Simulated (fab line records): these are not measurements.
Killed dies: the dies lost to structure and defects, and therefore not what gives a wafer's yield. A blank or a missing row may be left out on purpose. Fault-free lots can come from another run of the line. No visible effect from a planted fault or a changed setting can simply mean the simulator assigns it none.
Which tool was responsible? -- flow sky130 -- 12 lots, 33 wafers sampled, at 4 steps of a route of 708

## WHAT THE GAUGES READ, wafer by wafer
SKY_CONTACT_THK_MEAS_03. Usual: CONTACT_HDPCVD_THK gives 562 nm (standard deviation 4.9).
lot,measured,on,CONTACT_HDPCVD_THK (nm),flag
L703,day 30 03:22,film metro-02,564 559 563,
L706,day 31 12:14,film metro-03,568 567 562,
L707,day 31 16:38,film metro-02,567 564 564,
L709,day 32 09:13,film metro-01,558 559 558,
L714,day 33 23:55,film metro-01,560 538,
L717,day 35 02:56,film metro-03,558 544,
L716,day 35 05:02,film metro-01,539 556,
L720,day 35 21:54,film metro-01,567 568 567,
L721,day 36 13:25,film metro-03,555 563 557,
L722,day 36 15:37,film metro-01,555 556 549,
L725,day 37 14:54,film metro-03,563 558 561,
L726,day 37 19:17,film metro-02,562 563 557,

## WHICH TOOL RAN EACH LOT (tool, then ch and the chambers of the sampled wafers, then the start)
lot,SKY_GATE_OXIDE_STRIP_13,SKY_LDD_LDN_STRIP_12,SKY_CONTACT_HDPCVD_02
L703,"plasma asher-02 ch 0,1, day 13 16:17","plasma asher-04 ch 0,1, day 22 16:13","hdpcvd-02 ch 0,1,2, day 30 03:18"
L706,"plasma asher-04 ch 0,1, day 14 19:30","plasma asher-01 ch 0,1, day 24 01:41","hdpcvd-02 ch 0,1,2, day 31 12:10"
L707,"plasma asher-02 ch 0,1, day 15 04:02","plasma asher-03 ch 0,1, day 24 08:38","hdpcvd-02 ch 0,1,2, day 31 16:34"
L709,"plasma asher-04 ch 0,1, day 15 18:05","plasma asher-04 ch 0,1, day 25 03:01","hdpcvd-02 ch 0,1,2, day 32 09:08"
L714,"plasma asher-02 ch 0,1, day 17 13:41","plasma asher-03 ch 0,1, day 26 19:41","hdpcvd-02 ch 0,2, day 33 23:50"
L717,"plasma asher-04 ch 0, day 18 14:10","plasma asher-04 ch 0,1, day 28 00:44","hdpcvd-02 ch 0,2, day 35 02:52"
L716,"plasma asher-02 ch 0,1, day 18 14:59","plasma asher-01 ch 0, day 28 01:59","hdpcvd-02 ch 0,1, day 35 04:58"
L720,"plasma asher-04 ch 0,1, day 19 18:26","plasma asher-04 ch 0,1, day 28 21:40","hdpcvd-01 ch 0,1,2, day 35 21:50"
L721,"plasma asher-02 ch 0,1, day 20 13:02","plasma asher-03 ch 0,1, day 29 13:56","hdpcvd-01 ch 0,1,2, day 36 13:20"
L722,"plasma asher-03 ch 1, day 20 17:14","plasma asher-04 ch 0,1, day 29 16:56","hdpcvd-01 ch 0,1,2, day 36 15:32"
L725,"plasma asher-04 ch 0,1, day 22 00:08","plasma asher-01 ch 0,1, day 30 19:08","hdpcvd-02 ch 0,1, day 37 14:49"
L726,"plasma asher-04 ch 0,1, day 22 05:05","plasma asher-03 ch 0,1, day 30 23:05","hdpcvd-02 ch 0,2, day 37 19:12"
- SKY_GATE_OXIDE_STRIP_13: strips in O2/N2.
- SKY_LDD_LDN_STRIP_12: strips in O2/N2.
- SKY_CONTACT_HDPCVD_02: deposits SiO2, target thk 565 nm, time 94.2 s.

## WHAT THE TOOLS THEMSELVES READ (means of the sampled wafers that have a number; where no wafer has one, the mark that the record gives instead)
SKY_GATE_OXIDE_STRIP_13. Usual: drypump motor current A 5.8 A, standard deviation 0.42; oes product au 0.716 a.u., standard deviation 0.0043; strip time to endpoint s 14.18 s, standard deviation 0.04.
lot,tool,drypump motor current A (A),oes product au (a.u.),strip time to endpoint s (s),flag
L703,plasma asher-02,6.0,0.713,14.17,
L706,plasma asher-04,5.4,0.716,14.17,
L707,plasma asher-02,6.0,0.719,14.27,
L709,plasma asher-04,5.4,0.719,14.24,
L714,plasma asher-02,6.1,0.716,14.18,
L717,plasma asher-04,5.3,0.718,14.14,
L716,plasma asher-02,6.1,0.714,14.26,
L720,plasma asher-04,5.4,0.711,14.18,
L721,plasma asher-02,6.0,0.714,14.14,
L722,plasma asher-03,6.6,0.715,14.15,
L725,plasma asher-04,5.4,0.713,14.18,
L726,plasma asher-04,5.4,0.716,14.17,

SKY_LDD_LDN_STRIP_12. Usual: drypump motor current A 5.8 A, standard deviation 0.6; oes product au 0.716 a.u., standard deviation 0.0045; strip time to endpoint s 14.20 s, standard deviation 0.038.
lot,tool,drypump motor current A (A),oes product au (a.u.),strip time to endpoint s (s),flag
L703,plasma asher-04,5.4,0.719,14.18,
L706,plasma asher-01,6.0,0.718,14.23,
L707,plasma asher-03,6.4,0.716,14.17,
L709,plasma asher-04,5.4,0.714,14.23,
L714,plasma asher-03,6.3,0.716,14.16,
L717,plasma asher-04,5.4,0.713,14.19,
L716,plasma asher-01,6.5,0.722,14.22,
L720,plasma asher-04,5.4,0.720,14.15,
L721,plasma asher-03,6.4,0.719,14.26,
L722,plasma asher-04,5.4,0.716,14.17,
L725,plasma asher-01,6.0,0.718,14.24,
L726,plasma asher-03,6.4,0.723,14.20,

SKY_CONTACT_HDPCVD_02. Usual: run length s at 122.1 s, with a standard deviation of 0.5.
lot,tool,run length s (s),flag
L703,hdpcvd-02,121.9,
L706,hdpcvd-02,122.2,
L707,hdpcvd-02,122.1,
L709,hdpcvd-02,122.3,
L714,hdpcvd-02,120.1,OFF
L717,hdpcvd-02,120.0,OFF
L716,hdpcvd-02,120.0,OFF
L720,hdpcvd-01,121.9,
L721,hdpcvd-01,122.0,
L722,hdpcvd-01,122.1,
L725,hdpcvd-02,122.1,
L726,hdpcvd-02,122.6,

## THE ANSWER, worked out from the rows above alone
Rule: lot off if the mean of its wafers having a number is beyond 3 standard deviations from the usual mean. A lot without any number at a reading at which 4 lots or more have one is off too. All remaining lots with rows at the step are treated as sound. First the gauges in route order, then the tools' own readings, where a lot's mean is used as printed above. At the first step where some lot is off, the reading lying furthest off is the one used; lots without a number count as furthest.
Off: L714, L717, L716 (SKY_CONTACT_HDPCVD_02, run length s).
A tool fits if, at that step or a process step before it, it ran every lot that is off, and no sound lot after the first of them. Of those tried, none fits.

## WHAT THE SIMULATOR HAD PUT IN
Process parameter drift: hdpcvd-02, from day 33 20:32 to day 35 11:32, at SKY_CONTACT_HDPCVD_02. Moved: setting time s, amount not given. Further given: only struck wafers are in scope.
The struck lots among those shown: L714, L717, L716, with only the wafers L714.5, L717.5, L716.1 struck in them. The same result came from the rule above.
